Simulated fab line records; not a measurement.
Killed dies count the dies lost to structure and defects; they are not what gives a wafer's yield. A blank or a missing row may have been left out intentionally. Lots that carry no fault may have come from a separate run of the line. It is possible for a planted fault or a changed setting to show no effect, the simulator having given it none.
Which tool did it?	flow gf180mcu	13 lots with 39 wafers sampled at 5 steps, on a route of 602 steps

## WHAT THE GAUGES SHOWED, per wafer
GF_VT_IMPLANT_RS_MEAS_46: measures by four-point-probe.
lot	measured	on	MVSD_RS (ohm/sq)
L793	day 7 14:11	film-metro-03	456.7 456.3 456.6
L795	day 8 03:57	film-metro-03	457.8 457.4 457.3
L796	day 8 10:58	film-metro-03	455.7 455.6 456.7
L797	day 8 15:11	film-metro-01	457.9 456.2 457.7
L799	day 9 10:04	film-metro-03	456.2 455.7 455.7
L800	day 9 22:26	film-metro-03	457.3 455.6 456.7
L807	day 11 13:41	film-metro-01	468.6 468.5 470.0
L810	day 12 11:05	film-metro-01	471.5 472.0 471.2
L811	day 12 13:32	film-metro-03	457.2 457.4 457.7
L812	day 13 00:50	film-metro-01	456.9 457.1 455.9
L813	day 13 10:06	film-metro-03	456.4 455.2 456.0
L814	day 13 11:37	film-metro-01	457.5 458.4 457.6
L815	day 13 18:08	film-metro-01	457.0 457.3 456.5

GF_V1_OVL_MEAS_15.
lot	measured	on	V1_OVL (nm)
L793	day 18 06:19	overlay-01	-7 0 -6
L795	day 19 01:20	overlay-01	8 7 8
L796	day 19 09:47	overlay-02	1 4 3
L797	day 19 17:29	overlay-01	-5 -2 -3
L799	day 20 19:50	overlay-02	13 2 7
L800	day 21 09:08	overlay-02	6 3 8
L807	day 23 16:20	overlay-02	-3 2 4
L810	day 24 12:38	overlay-02	-1 0 5
L811	day 24 14:55	overlay-01	10 13 5
L812	day 25 01:04	overlay-01	3 11 6
L813	day 25 15:41	overlay-02	2 2 4
L814	day 25 16:02	overlay-01	1 2 3
L815	day 26 00:27	overlay-02	-5 4 -4

## WHICH TOOL RAN EACH LOT (tool, then ch and the chambers of the sampled wafers, then the start)
lot	GF_MVSD_IMPLANT_08	GF_MVSD_STRIP_10	GF_M1_SPUTTER_02
L793	implanter-04 ch 0, day 4 11:43	plasma-asher-02 ch 0,1, day 4 12:01	pvd-sputter-04, day 16 07:24
L795	implanter-04 ch 0, day 4 21:52	plasma-asher-01 ch 0,1, day 4 22:10	pvd-sputter-03, day 17 00:13
L796	implanter-01 ch 0, day 5 03:40	plasma-asher-02 ch 0,1, day 5 03:58	pvd-sputter-03, day 17 09:11
L797	implanter-01 ch 0, day 5 08:14	plasma-asher-02 ch 0,1, day 5 08:31	pvd-sputter-04, day 17 15:47
L799	implanter-02 ch 0, day 6 00:16	plasma-asher-03 ch 0,1, day 6 00:34	pvd-sputter-03, day 18 17:06
L800	implanter-04 ch 0, day 6 11:47	plasma-asher-03 ch 0,1, day 6 12:03	pvd-sputter-01, day 19 06:26
L807	implanter-04 ch 0, day 7 20:36	plasma-asher-01 ch 0,1, day 7 20:54	pvd-sputter-03, day 21 15:20
L810	implanter-04 ch 0, day 8 14:25	plasma-asher-02 ch 0,1, day 8 14:43	pvd-sputter-04, day 22 13:34
L811	implanter-02 ch 0, day 8 18:56	plasma-asher-02 ch 0,1, day 8 19:12	pvd-sputter-04, day 22 15:24
L812	implanter-02 ch 0, day 9 02:06	plasma-asher-02 ch 0,1, day 9 02:24	pvd-sputter-04, day 23 03:08
L813	implanter-02 ch 0, day 9 11:23	plasma-asher-03 ch 0,1, day 9 11:40	pvd-sputter-03, day 23 18:09
L814	implanter-01 ch 0, day 9 13:04	plasma-asher-02 ch 0,1, day 9 13:22	pvd-sputter-01, day 23 18:27
L815	implanter-01 ch 0, day 9 18:13	plasma-asher-03 ch 0,1, day 9 18:29	pvd-sputter-01, day 24 04:08
- GF_MVSD_IMPLANT_08
- GF_MVSD_STRIP_10: strips in O2/N2.
- GF_M1_SPUTTER_02: material AlCu, target thk 450 nm, time 23.9 s.

## AS READ BY THE TOOLS THEMSELVES (means over the sampled wafers that have a number; for cases with no such wafer, the mark the record gives instead)
GF_MVSD_IMPLANT_08.
lot	tool	beam-energy-keV
L793	implanter-04	399.94
L795	implanter-04	399.92
L796	implanter-01	399.76
L797	implanter-01	400.20
L799	implanter-02	400.01
L800	implanter-04	399.99
L807	implanter-04	339.21
L810	implanter-04	339.48
L811	implanter-02	400.07
L812	implanter-02	399.86
L813	implanter-02	400.14
L814	implanter-01	400.03
L815	implanter-01	399.98

GF_MVSD_STRIP_10.
lot	tool	drypump-motor-current-A (A)	heater-power-w (W)	oes-product-au (a.u.)	strip-time-to-endpoint-s (s)
L793	plasma-asher-02	5.3	344	0.731	36.88
L795	plasma-asher-01	5.7	363	0.731	36.96
L796	plasma-asher-02	5.3	342	0.731	37.07
L797	plasma-asher-02	5.4	339	0.728	37.00
L799	plasma-asher-03	5.6	344	0.724	37.01
L800	plasma-asher-03	5.6	315	0.727	37.11
L807	plasma-asher-01	6.1	365	0.732	36.98
L810	plasma-asher-02	5.4	344	0.726	37.02
L811	plasma-asher-02	5.3	343	0.727	37.05
L812	plasma-asher-02	5.4	337	0.728	37.16
L813	plasma-asher-03	5.6	344	0.731	37.09
L814	plasma-asher-02	5.4	334	0.726	37.10
L815	plasma-asher-03	5.5	338	0.726	36.99

GF_M1_SPUTTER_02.
lot	tool	chamber-pressure-pa (Pa)	throttle-valve-pct (%)
L793	pvd-sputter-04	0.3999	30.2
L795	pvd-sputter-03	0.3996	30.5
L796	pvd-sputter-03	0.3997	30.0
L797	pvd-sputter-04	0.4000	29.9
L799	pvd-sputter-03	0.3996	29.8
L800	pvd-sputter-01	0.3988	30.4
L807	pvd-sputter-03	0.4001	28.8
L810	pvd-sputter-04	0.4001	29.9
L811	pvd-sputter-04	0.4000	30.0
L812	pvd-sputter-04	0.4003	30.4
L813	pvd-sputter-03	0.4003	30.6
L814	pvd-sputter-01	0.3998	30.5
L815	pvd-sputter-01	0.3991	30.3

## THE ANSWER, worked out from the rows above alone
Rule: what is usual is taken from the lots themselves. Put in order of their means at a reading, lots are off if they are a third of the lots or fewer, leave a main group of 4 or more, and stand apart from it by a gap of 3 or more times the standard deviation of the main group's means; of several such gaps the widest counts. A main group is skipped when, at the precision printed for the reading in the tables above, its means are all equal. Also off: a lot with no number at a reading for which 4 or more lots have one. Any other lot the step has rows for is counted as sound. The gauges are gone through in route order, then the tools' own readings, and for those a lot's mean is taken as printed above. At the first step where some lot is off, the reading lying furthest off is the one used; lots without a number count as furthest.
Off: L807, L810, seen at GF_VT_IMPLANT_RS_MEAS_46 (MVSD_RS). Main group: mean 456.8 ohm/sq, sd 0.66.
A tool fits if, at a process step before that reading, it ran every lot that is off, and no sound lot after the first of them. Not tried: the gauges at GF_VT_IMPLANT_RS_MEAS_46; whatever is off there is also off at GF_MVSD_IMPLANT_08, on other tools, and gauge error can't account for it. One candidate fits, namely implanter-04 at GF_MVSD_IMPLANT_08. A fault onset in the window from L800 (day 6 11:47, its last sound lot) to L807 (day 7 20:36, its first lot off) fits.
On the lots that are off, the tool's own readings at GF_MVSD_IMPLANT_08 differ by more than 5 times the standard deviation of the sound lots' means, which bears it out; beam-energy-keV reads 339.35 there versus 399.99 on the sound lots.

## WHAT HAD BEEN PUT IN BY THE SIMULATOR
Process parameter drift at GF_MVSD_IMPLANT_08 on implanter-04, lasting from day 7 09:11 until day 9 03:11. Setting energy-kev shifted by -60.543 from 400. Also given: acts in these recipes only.
Lots struck among those shown: L807, L810. The same result came from the rule above.
